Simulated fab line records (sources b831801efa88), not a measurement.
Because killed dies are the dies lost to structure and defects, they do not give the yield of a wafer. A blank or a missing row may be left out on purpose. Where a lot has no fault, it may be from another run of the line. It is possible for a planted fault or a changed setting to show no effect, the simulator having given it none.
fab line records ; flow sky130
[record] lots = 6; wafers = 18; last_day = 50
route steps=708 shown VT_ADJUST_HVTR@139 VT_ADJUST_PCH@143 SONOS_TUNNEL@154 PAD_OPEN@708
lots with no fault: from the same line, run without faults
start_h: hours from the record's first day to the start of the lot's first wafer shown ; wait_h: time in hours since the lot's previous step ; " identical to the entry in the row above ; L1.1+2: several wafers, shown together as one row ; - no value present, or no start provided ; * or withheld: withheld ; < > ~ a bound
route shown NAME@n: NAME is a module with steps in the file, n the number in the route of the first one ; usual: average and standard deviation across the fault-free wafers ; same: alike in all rows ; chamber/n: place in a boat ; sites: per-site readings ; _std_site: the values' standard deviation ; _edge_site: inner sites' mean taken away from outer sites' mean ; radius_mm: for every site, how far away it sits from the centre of the wafer ; mask NAME#n: copy n ; behind: the last tool/chamber to shape the wafer ; hold: the reason the lot was held/the length of the hold in hours/how it ended ; device: the n, p or np transistor that did not switch ; end of line: the route-end tests of the same wafers ; a step with no rows: only its recipe ; killed: count of dies lost to structure and defects at first sort (not the wafer's yield) ; map: a wafer's dies, x killed, . not, _ none there
set.NAME: setting as actually run; set.NAME@STEP: the setting as run at that earlier step ; model.NAME: the simulator's own value behind a step, which no gauge read
lots at selected steps of the route; one table per step, one row per wafer
services: a tool's chamber out of use, with start hour (start_h, from the record's first day; less than 0 if before it), hours out, and reason
[[steps]]
[step SKY_VT_ADJUST_HVTR_OVL_MEAS_08]
[usual] VT_ADJUST_HVTR_OVL = -1.4/1.6
lot.wafer;tool;chamber;start_h;wait_h;VT_ADJUST_HVTR_OVL[nm]
L128.2;overlay-02;-;242.49;0.1;-2.9
L128.4;overlay-02;-;242.49;0.1;-0.9
L128.6;overlay-02;-;242.49;0.1;-2.3
L131.2;overlay-02;-;262.95;0.1;-1.8
L131.4;overlay-02;-;262.95;0.1;-1.7
L131.5;overlay-02;-;262.95;0.1;-1.6
L139.2;overlay-02;-;325.19;0.1;-2.0
L139.3;overlay-02;-;325.19;0.1;-2.1
L139.5;overlay-02;-;325.19;0.1;-2.1
L140.4;overlay-01;-;331.20;0.1;-0.6
L140.5;overlay-01;-;331.20;0.1;1.2
L140.6;overlay-01;-;331.20;0.1;0.5
L143.2;overlay-02;-;346.64;0.1;-3.4
L143.5;overlay-02;-;346.64;0.1;-2.8
L143.6;overlay-02;-;346.64;0.1;-3.7
L146.2;overlay-02;-;376.79;0.1;-3.6
L146.3;overlay-02;-;376.79;0.1;-3.3
L146.4;overlay-02;-;376.79;0.1;-3.2
[step SKY_VT_ADJUST_HVTR_IMPLANT_09]
[recipe] species = B; energy_kev = 10; dose_cm2 = 2.1e+12; tilt_deg = withheld
[step SKY_VT_ADJUST_HVTR_STRIP_10]
[recipe] chemistry = O2/N2; power_w = 1400; pressure_mtorr = 1500; platen_temp_c = withheld; o2_flow_sccm = 3000; n2_flow_sccm = 300; overash_fraction = 0.5
[usual] drypump_motor_current_A = 5.5/0.51; oes_product_au = 0.716/0.0045; strip_time_to_endpoint_s = 14.19/0.036
lot.wafer;tool;chamber;start_h;wait_h;drypump_motor_current_A;oes_product_au;rf_hours_counter_h;strip_time_to_endpoint_s
L128.2;plasma_asher-02;0;242.67;0.1;5.5;0.719;56;14.23
L128.4;plasma_asher-02;0;242.67;0.1;5.5;0.718;-;14.20
L128.6;plasma_asher-02;1;242.67;0.1;6.7;0.714;-;14.16
L131.2;plasma_asher-01;0;263.13;0.1;5.4;0.721;46;14.23
L131.4;plasma_asher-01;1;263.13;0.1;5.0;0.713;-;14.24
L131.5;plasma_asher-01;1;263.13;0.1;5.0;0.706;-;14.23
L139.2;plasma_asher-01;1;325.37;0.1;5.0;0.715;52;14.16
L139.3;plasma_asher-01;1;325.37;0.1;5.0;0.711;-;14.15
L139.5;plasma_asher-01;1;325.37;0.1;5.0;0.709;-;14.17
L140.4;plasma_asher-01;1;331.41;0.1;5.0;0.711;-;14.27
L140.5;plasma_asher-01;1;331.41;0.1;5.0;0.713;-;14.24
L140.6;plasma_asher-01;0;331.41;0.1;5.4;0.719;-;14.25
L143.2;plasma_asher-01;1;346.82;0.1;5.0;0.707;54;14.20
L143.5;plasma_asher-01;0;346.82;0.1;5.4;0.719;-;14.19
L143.6;plasma_asher-01;1;346.82;0.1;5.0;0.721;-;14.14
L146.2;plasma_asher-03;0;377.54;0.1;5.1;0.716;70;14.17
L146.3;plasma_asher-03;1;377.54;0.1;5.5;0.717;-;14.22
L146.4;plasma_asher-03;0;377.54;0.1;5.1;0.711;-;14.22
[step SKY_VT_ADJUST_HVTR_TW_MEAS_11]
[usual] VT_ADJUST_HVTR_TW = 208.6/1.8
lot.wafer;tool;chamber;start_h;wait_h;VT_ADJUST_HVTR_TW
L128.2;film_metro-02;-;242.78;0.1;207.7
L128.4;film_metro-02;-;242.78;0.1;207.1
L128.6;film_metro-02;-;242.78;0.1;207.2
L131.2;film_metro-04;-;263.24;0.1;209.1
L131.4;film_metro-04;-;263.24;0.1;212.2
L131.5;film_metro-04;-;263.24;0.1;212.3
L139.2;film_metro-04;-;325.48;0.1;209.9
L139.3;film_metro-04;-;325.48;0.1;209.4
L139.5;film_metro-04;-;325.48;0.1;210.5
L140.4;film_metro-03;-;331.50;0.1;205.6
L140.5;film_metro-03;-;331.50;0.1;204.8
L140.6;film_metro-03;-;331.50;0.1;206.8
L143.2;film_metro-04;-;346.93;0.1;209.3
L143.5;film_metro-04;-;346.93;0.1;210.1
L143.6;film_metro-04;-;346.93;0.1;210.3
L146.2;film_metro-04;-;377.65;0.1;208.5
L146.3;film_metro-04;-;377.65;0.1;209.2
L146.4;film_metro-04;-;377.65;0.1;209.6
[step SKY_VT_ADJUST_PCH_DEHYDRATE_00]
[recipe] temp_c = 200; time_s = 60
[step SKY_VT_ADJUST_PCH_HMDS_01]
[recipe] prime_time_s = 60; prime_temp_c = 120
[step SKY_VT_ADJUST_PCH_COAT_02]
[recipe] spin_rpm = 2000; resist_thk_nm = 3000
[step SKY_VT_ADJUST_PCH_SOFTBAKE_03]
[recipe] temp_c = 110; time_s = withheld
[step SKY_VT_ADJUST_PCH_EXPOSE_04]
[recipe] mask_id = NWM; na = 0.6; source_shape = conventional; sigma_outer = 0.6; polarization = unpolarized; target_cd_nm = 840; dose_mj = 255
[step SKY_VT_ADJUST_PCH_PEB_05]
[recipe] temp_c = 115; time_s = withheld
[step SKY_VT_ADJUST_PCH_DEVELOP_06]
[recipe] wall_angle_deg = 90; developer = TMAH; develop_time_s = 60; dev_temp_c = 23
[step SKY_VT_ADJUST_PCH_OVL_MEAS_07]
[usual] VT_ADJUST_PCH_OVL = -0.4/1.4
lot.wafer;tool;chamber;start_h;wait_h;VT_ADJUST_PCH_OVL[nm]
L128.2;overlay-02;-;266.22;-;-1.2
L128.4;overlay-02;-;266.22;-;-1.0
L128.6;overlay-02;-;266.22;-;-1.1
L131.2;overlay-01;-;287.38;-;0.4
L131.4;overlay-01;-;287.38;-;-2.2
L131.5;overlay-01;-;287.38;-;0.5
L139.2;overlay-02;-;351.93;-;-2.0
L139.3;overlay-02;-;351.93;-;1.3
L139.5;overlay-02;-;351.93;-;0.9
L140.4;overlay-02;-;358.47;-;-0.4
L140.5;overlay-02;-;358.47;-;-0.9
L140.6;overlay-02;-;358.47;-;0.6
L143.2;overlay-01;-;375.08;-;2.5
L143.5;overlay-01;-;375.08;-;2.2
L143.6;overlay-01;-;375.08;-;3.2
L146.2;overlay-02;-;407.13;-;-1.1
L146.3;overlay-02;-;407.13;-;-0.9
L146.4;overlay-02;-;407.13;-;-0.6
[step SKY_VT_ADJUST_PCH_IMPLANT_08]
[recipe] species = B; energy_kev = 10; dose_cm2 = 5e+11; tilt_deg = withheld
[usual] beam_on_s = 9.99/0.2; dose_ions_cm2 = 5e+11/5.5e+08; faraday_current_uA = 2.82/0.055
lot.wafer;tool;chamber;start_h;wait_h;beam_on_s;dose_ions_cm2;faraday_current_uA
L128.2;implanter-01;0;266.28;0.0;9.80;5.007e+11;2.86
L128.4;implanter-01;0;266.28;0.0;10.07;5.003e+11;2.81
L128.6;implanter-01;0;266.28;0.0;9.70;5.014e+11;2.90
L131.2;implanter-02;0;287.44;0.0;9.84;5.008e+11;2.87
L131.4;implanter-02;0;287.44;0.0;10.05;5.003e+11;2.81
L131.5;implanter-02;0;287.44;0.0;9.76;5e+11;2.88
L139.2;implanter-02;0;351.99;0.0;10.07;7.698e+11;4.31
L139.3;implanter-02;0;351.99;0.0;9.89;7.692e+11;4.37
L139.5;implanter-02;0;351.99;0.0;10.26;7.7e+11;4.22
L140.4;implanter-02;0;358.57;0.1;9.69;7.698e+11;4.48
L140.5;implanter-02;0;358.57;0.1;10.01;7.7e+11;4.35
L140.6;implanter-02;0;358.57;0.1;9.96;7.693e+11;4.38
L143.2;implanter-01;0;375.14;0.0;10.25;4.995e+11;2.76
L143.5;implanter-01;0;375.14;0.0;9.62;4.993e+11;2.93
L143.6;implanter-01;0;375.14;0.0;10.26;4.99e+11;2.74
L146.2;implanter-01;0;407.19;0.0;9.85;4.995e+11;2.86
L146.3;implanter-01;0;407.19;0.0;10.02;5.001e+11;2.82
L146.4;implanter-01;0;407.19;0.0;9.98;5.007e+11;2.82
[step SKY_VT_ADJUST_PCH_STRIP_09]
[recipe] chemistry = O2/N2; power_w = 1415; pressure_mtorr = 1500; platen_temp_c = withheld; o2_flow_sccm = 3000; n2_flow_sccm = 300; overash_fraction = 0.5
[usual] drypump_motor_current_A = 5.8/0.65; oes_product_au = 0.727/0.0043; strip_time_to_endpoint_s = 36.55/0.11
lot.wafer;tool;chamber;start_h;wait_h;drypump_motor_current_A;oes_product_au;rf_hours_counter_h;strip_time_to_endpoint_s
L128.2;plasma_asher-01;1;266.40;0.1;5.0;0.720;46;36.51
L128.4;plasma_asher-01;1;266.40;0.1;5.0;0.730;-;36.61
L128.6;plasma_asher-01;1;266.40;0.1;5.0;0.726;-;36.59
L131.2;plasma_asher-04;0;287.56;0.1;6.7;0.728;15;36.59
L131.4;plasma_asher-04;1;287.56;0.1;6.0;0.726;-;36.51
L131.5;plasma_asher-04;1;287.56;0.1;6.1;0.721;-;36.51
L139.2;plasma_asher-02;0;352.11;0.1;5.5;0.730;66;36.47
L139.3;plasma_asher-02;0;352.11;0.1;5.5;0.727;-;36.48
L139.5;plasma_asher-02;1;352.11;0.1;6.7;0.727;-;36.59
L140.4;plasma_asher-04;0;358.68;0.1;6.7;0.721;-;36.56
L140.5;plasma_asher-04;0;358.68;0.1;6.7;0.733;-;36.62
L140.6;plasma_asher-04;1;358.68;0.1;6.1;0.721;-;36.68
L143.2;plasma_asher-01;0;375.26;0.1;5.4;0.726;57;36.45
L143.5;plasma_asher-01;0;375.26;0.1;5.4;0.724;-;36.55
L143.6;plasma_asher-01;1;375.26;0.1;5.0;0.722;-;36.51
L146.2;plasma_asher-02;1;407.31;0.1;6.7;0.732;70;36.52
L146.3;plasma_asher-02;1;407.31;0.1;6.7;0.727;-;36.52
L146.4;plasma_asher-02;0;407.31;0.1;5.5;0.725;-;36.52
[step SKY_VT_ADJUST_PCH_TW_MEAS_10]
[usual] VT_ADJUST_PCH_TW = 140.5/1.1
lot.wafer;tool;chamber;start_h;wait_h;VT_ADJUST_PCH_TW
L128.2;film_metro-03;-;266.51;0.1;139.6
L128.4;film_metro-03;-;266.51;0.1;138.2
L128.6;film_metro-03;-;266.51;0.1;139.4
L131.2;film_metro-02;-;287.67;0.1;140.0
L131.4;film_metro-02;-;287.67;0.1;140.9
L131.5;film_metro-02;-;287.67;0.1;140.7
L139.2;film_metro-03;-;352.22;0.1;156.7
L139.3;film_metro-03;-;352.22;0.1;157.4
L139.5;film_metro-03;-;352.22;0.1;157.4
L140.4;film_metro-03;-;358.77;0.1;156.9
L140.5;film_metro-03;-;358.77;0.1;157.0
L140.6;film_metro-03;-;358.77;0.1;156.7
L143.2;film_metro-02;-;375.37;0.1;141.7
L143.5;film_metro-02;-;375.37;0.1;140.8
L143.6;film_metro-02;-;375.37;0.1;140.5
L146.2;film_metro-03;-;407.42;0.1;139.9
L146.3;film_metro-03;-;407.42;0.1;140.1
L146.4;film_metro-03;-;407.42;0.1;139.8
[step SKY_SONOS_TUNNEL_DEHYDRATE_00]
[recipe] temp_c = 200; time_s = 60
[step SKY_PAD_OPEN_PROBE_99]
[usual] killed_at_M0_to_M3 = 44/7.9; killed_at_M4_up = 3.1/2; killed_at_contacts = 23/4.9; killed_at_front_end = 15/3.9; killed_at_other = 0.2/0.49; killed_dies = 86/10; killed_open = 47/7.1; killed_short = 39/7.1
[same] gross_dies = 492; killed_at_back_side = 0
lot.wafer;tool;chamber;start_h;wait_h;killed_at_M0_to_M3;killed_at_M4_up;killed_at_contacts;killed_at_front_end;killed_at_other;killed_dies;killed_open;killed_short;model.etest.nfet_16v.r_on_ohm_um;model.etest.pfet_g5v0d10v5.r_on_ohm_um;model.etest.pfet_g5v0d10v5.drive_ua_um;model.etest.pfet_01v8_lvt.drive_ua_um;model.etest.pfet_g5v0d10v5.off_log10_a_um;model.etest.pfet_01v8_lvt.off_log10_a_um;model.etest.pfet_g5v0d10v5.vt_sat_v;model.etest.pfet_16v.vt_v
L128.2;prober-01;-;1110.49;0.1;39;3;28;14;0;84;33;50;1.414e+04;4830;339.4;168.8;-12.79;-9.555;-0.6497;-1.118
L128.4;prober-01;-;1110.59;0.2;33;4;22;19;0;78;37;39;1.412e+04;4823;333.7;169.4;-13.3;-9.457;-0.7182;-1.123
L128.6;prober-01;-;1110.69;0.2;31;0;24;18;1;74;33;41;1.394e+04;4795;337.5;167.6;-13.07;-9.493;-0.6721;-1.122
L131.2;prober-01;-;1135.06;0.1;31;5;29;11;0;76;43;33;1.393e+04;4717;342.5;172;-12.67;-9.144;-0.6344;-1.096
L131.4;prober-01;-;1135.16;0.2;47;1;20;18;0;86;43;43;1.384e+04;4578;350.6;176.5;-12.59;-9.054;-0.6493;-1.09
L131.5;prober-01;-;1135.21;0.2;36;1;40;21;0;98;59;39;1.397e+04;4666;350.1;173.7;-12.51;-9.3;-0.6136;-1.087
L139.2;prober-02;-;1168.57;0.1;38;0;28;18;0;84;54;30;1.453e+04;4646;351.5;178.7;-11.29;-8.024;-0.5183;-0.9874
L139.3;prober-02;-;1168.62;0.2;39;4;17;15;0;75;40;35;1.441e+04;4682;345.1;176.9;-11.18;-8.026;-0.5089;-0.9745
L139.5;prober-02;-;1168.72;0.2;53;6;25;16;0;100;54;46;1.431e+04;4599;355.3;178.1;-11.12;-8.036;-0.4965;-0.9714
L140.4;prober-02;-;1173.98;0.2;47;5;31;22;0;105;55;50;1.422e+04;4665;350.4;179.4;-11.68;-8.083;-0.5492;-1.005
L140.5;prober-02;-;1174.03;0.2;37;2;18;15;0;72;36;36;1.409e+04;4602;354.7;180.9;-11.86;-8.044;-0.5635;-1.008
L140.6;prober-02;-;1174.08;0.2;32;1;19;16;0;68;43;25;1.428e+04;4556;358.6;182.9;-11.42;-7.996;-0.5309;-1.002
L143.2;prober-02;-;1184.34;0.1;46;5;22;16;1;90;46;44;1.414e+04;4663;348.2;175.1;-12.25;-8.926;-0.6075;-1.089
L143.5;prober-02;-;1184.49;0.2;35;6;22;16;0;79;42;37;1.41e+04;4731;341.9;175.3;-12.53;-9.029;-0.6379;-1.099
L143.6;prober-02;-;1184.54;0.2;43;2;27;7;0;79;44;35;1.412e+04;4840;336.8;171.4;-12.66;-8.911;-0.6405;-1.1
L146.2;prober-01;-;1199.57;0.1;40;0;22;13;0;75;46;28;1.391e+04;4792;341.6;170;-12.57;-9.297;-0.6393;-1.107
L146.3;prober-01;-;1199.62;0.2;38;3;18;11;0;70;43;27;1.392e+04;4822;333.1;171.7;-12.97;-9.253;-0.6799;-1.113
L146.4;prober-01;-;1199.67;0.2;40;1;17;14;0;72;39;33;1.387e+04;4765;343.2;168.8;-12.63;-9.315;-0.6322;-1.109
// killed by level:class
L128.2 LOCAL_INTERCONNECT:geometric_particle:short=10 METAL2:geometric_particle:short=7 CONTACT:geometric_particle:short=6 CONTACT:geometric_particle:open=6 VIA1:geometric_particle:open=5 VIA1:geometric_particle:short=5 VIA2:geometric_particle:short=5 FIELD_ISO:geometric_particle:open=4
L128.4 VIA1:geometric_particle:open=9 CONTACT:geometric_particle:open=8 POLY_GATE:geometric_particle:short=6 VIA1:geometric_particle:short=6 METAL2:geometric_particle:short=5 SPACER:geometric_particle:open=4 LI_CONTACT:geometric_particle:open=4 LOCAL_INTERCONNECT:geometric_particle:short=4
L128.6 VIA1:geometric_particle:open=10 LOCAL_INTERCONNECT:geometric_particle:short=9 CONTACT:geometric_particle:short=8 FIELD_ISO:geometric_particle:short=6 CONTACT:geometric_particle:open=6 METAL2:geometric_particle:short=5 VIA3:geometric_particle:open=5 SPACER:geometric_particle:short=4
L131.2 CONTACT:geometric_particle:open=14 VIA1:geometric_particle:open=7 LOCAL_INTERCONNECT:geometric_particle:short=6 VIA3:geometric_particle:open=6 VIA2:geometric_particle:open=5 FIELD_ISO:geometric_particle:short=5 LI_CONTACT:geometric_particle:open=5 VIA1:geometric_particle:short=5
L131.4 VIA3:geometric_particle:open=9 CONTACT:geometric_particle:open=8 VIA1:geometric_particle:short=7 FIELD_ISO:geometric_particle:open=6 METAL3:geometric_particle:short=6 VIA1:geometric_particle:open=6 FIELD_ISO:geometric_particle:short=5 METAL2:geometric_particle:short=5
L131.5 CONTACT:geometric_particle:open=20 VIA1:geometric_particle:open=11 FIELD_ISO:geometric_particle:short=8 LI_CONTACT:geometric_particle:open=6 LOCAL_INTERCONNECT:geometric_particle:short=6 VIA2:geometric_particle:open=5 VIA3:geometric_particle:open=5 FIELD_ISO:geometric_particle:open=4
L139.2 LI_CONTACT:geometric_particle:open=14 VIA1:geometric_particle:open=11 CONTACT:geometric_particle:open=9 METAL1:geometric_particle:short=7 FIELD_ISO:geometric_particle:short=5 POLY_GATE:geometric_particle:short=5 VIA1:geometric_particle:short=5 VIA2:geometric_particle:open=5
L139.3 VIA3:geometric_particle:open=11 VIA1:geometric_particle:open=6 CONTACT:geometric_particle:open=5 CONTACT:geometric_particle:short=5 FIELD_ISO:geometric_particle:short=4 VIA1:geometric_particle:short=4 FIELD_ISO:geometric_particle:open=3 POLY_GATE:geometric_particle:short=3
L139.5 VIA1:geometric_particle:open=13 LI_CONTACT:geometric_particle:open=9 VIA3:geometric_particle:open=8 CONTACT:geometric_particle:open=6 METAL4:geometric_particle:short=6 VIA2:geometric_particle:short=6 LI_CONTACT:geometric_particle:short=5 METAL1:geometric_particle:short=5
L140.4 CONTACT:geometric_particle:open=12 VIA1:geometric_particle:open=10 LI_CONTACT:geometric_particle:open=9 VIA3:geometric_particle:open=8 POLY_GATE:geometric_particle:short=7 METAL2:geometric_particle:short=6 VIA1:geometric_particle:short=5 METAL1:geometric_particle:short=5
L140.5 CONTACT:geometric_particle:open=8 VIA1:geometric_particle:short=7 FIELD_ISO:geometric_particle:short=5 VIA1:geometric_particle:open=5 LI_CONTACT:geometric_particle:open=4 METAL1:geometric_particle:short=4 VIA2:geometric_particle:open=4 POLY_GATE:geometric_particle:open=3
L140.6 VIA1:geometric_particle:open=9 LI_CONTACT:geometric_particle:open=8 VIA2:geometric_particle:open=7 CONTACT:geometric_particle:open=5 CONTACT:geometric_particle:short=4 VIA1:geometric_particle:short=4 FIELD_ISO:geometric_particle:short=3 POLY_GATE:geometric_particle:short=3
L143.2 CONTACT:geometric_particle:open=12 VIA1:geometric_particle:open=8 VIA1:geometric_particle:short=6 VIA2:geometric_particle:open=6 VIA3:geometric_particle:open=6 FIELD_ISO:geometric_particle:open=5 POLY_GATE:geometric_particle:short=5 METAL1:geometric_particle:short=5
L143.5 LI_CONTACT:geometric_particle:open=10 VIA2:geometric_particle:open=7 FIELD_ISO:geometric_particle:short=6 VIA1:geometric_particle:open=6 VIA2:geometric_particle:short=6 POLY_GATE:geometric_particle:short=5 METAL4:geometric_particle:short=5 CONTACT:geometric_particle:open=4
L143.6 LI_CONTACT:geometric_particle:open=8 CONTACT:geometric_particle:open=8 VIA3:geometric_particle:open=8 LOCAL_INTERCONNECT:geometric_particle:short=7 METAL2:geometric_particle:short=7 VIA2:geometric_particle:open=7 METAL1:geometric_particle:short=6 VIA1:geometric_particle:open=4
L146.2 VIA1:geometric_particle:open=14 CONTACT:geometric_particle:open=7 LOCAL_INTERCONNECT:geometric_particle:short=6 LI_CONTACT:geometric_particle:open=5 VIA3:geometric_particle:open=5 FIELD_ISO:geometric_particle:open=4 VIA2:geometric_particle:open=4 POLY_GATE:geometric_particle:short=3
L146.3 VIA1:geometric_particle:open=9 CONTACT:geometric_particle:open=7 METAL1:geometric_particle:short=6 METAL1:geometric_particle:open=6 VIA1:geometric_particle:short=5 LI_CONTACT:geometric_particle:open=4 VIA2:geometric_particle:open=4 FIELD_ISO:geometric_particle:open=3
L146.4 VIA1:geometric_particle:open=10 LI_CONTACT:geometric_particle:open=7 METAL1:geometric_particle:short=5 VIA3:geometric_particle:open=5 VIA2:geometric_particle:open=5 FIELD_ISO:geometric_particle:open=4 POLY_GATE:geometric_particle:short=4 VIA2:geometric_particle:short=4
[[services]]
tool;chamber;start_h;hours;kind
implanter-01;-;222.67;6.6;repair
implanter-02;-;253.59;0.7;repair
plasma_asher-02;-;256.13;7.1;repair
plasma_asher-03;-;284.00;3.3;repair
implanter-01;-;291.57;3.8;pm
implanter-02;-;296.85;6.0;repair
plasma_asher-04;-;306.27;1.4;repair
plasma_asher-01;-;327.62;1.0;repair
plasma_asher-03;-;334.06;2.8;pm
plasma_asher-02;-;372.87;12.5;repair
implanter-01;-;386.19;3.4;pm
plasma_asher-04;-;406.08;2.8;pm
[[key]]
[first_sign] step = SKY_VT_ADJUST_PCH_IMPLANT_08; reading = dose_ions_cm2; direction = up; sigmas = 99+; usual = *; struck = *
[effect] step = SKY_VT_ADJUST_PCH_IMPLANT_08; reading = faraday_current_uA; direction = up; sigmas = 28; usual = 2.82; struck = 4.35
[effect] step = SKY_VT_ADJUST_PCH_TW_MEAS_10; reading = VT_ADJUST_PCH_TW; direction = up; sigmas = 15; usual = 140.5; struck = 157.0
[model_effect] step = SKY_PAD_OPEN_PROBE_99; value = etest.nfet_16v.r_on_ohm_um; without = 1.396e+04; struck = 1.431e+04
met_at SKY_VT_ADJUST_PCH_IMPLANT_08
struck_wafers L139.2,L139.3,L139.5,L140.4,L140.5,L140.6
tester_left_out L139,L140
onset_between 287.44 351.99
[fault] kind = process_parameter_drift; tool = implanter-02; chamber = -; onset_h = 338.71; steps = SKY_VT_ADJUST_PCH_IMPLANT_08; channel = dose_cm2; offset = *; shape = step; end_h = 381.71; acts_in = *; stated = *
// tester_left_out: of these lots the tester's yield and bins aren't shown, on N5 and GAA mostly nor the transistor test; their killed dies are dies lost to structure and defects alone, not to doping, threshold or leakage, so they don't give the yield
